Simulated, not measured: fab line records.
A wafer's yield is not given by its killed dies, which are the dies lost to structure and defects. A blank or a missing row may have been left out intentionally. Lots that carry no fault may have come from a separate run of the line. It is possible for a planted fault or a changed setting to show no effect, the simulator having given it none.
Matching of chambers    flow sky130    pecvd-01 running SKY_CAPM_CVD_00: 3 sister chambers
The step deposits SiO2, target thk 15.5 nm. 3 wafers are shown with their chamber, then 7 later ones without.

## WAFERS WITH THEIR CHAMBER
wafer   chamber  heater power w (W)
L085.5  0        823
L086.1  2        693
L086.2  1        791

## WAFERS WITHOUT THEIR CHAMBER
wafer   heater power w (W)
L086.3  809
L094.2  853
L094.4  848
L094.5  691
L097.1  823
L097.3  664
L097.4  666

## EACH ONE'S CHAMBER
wafer    from the rows above       in truth
L086.3   can't be placed: 0 or 1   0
L094.2   can't be placed: 0 or 1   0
L094.4   can't be placed: 0 or 1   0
L094.5   2                         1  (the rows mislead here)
L097.1   can't be placed: 0 or 1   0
L097.3   2                         2
L097.4   2                         2
2 of 7 placed correctly. Cannot be placed on the basis of these rows: 4; the candidates contain the true chamber in 4. Number placed wrongly: 1.
How it was worked out, from the rows above alone: a wafer's distance from a chamber is the root of the sum, over the readings, of the square of ((its reading less the chamber's mean) divided by the reading's scatter). The wafer belongs to the nearest chamber; if the next one is less than 2 further off, it can't be placed. Each chamber's mean is taken over the wafers shown for it. The scatter: with one shown wafer a chamber, the root of the mean of the squares of how far each hidden wafer lies from its nearest shown one.
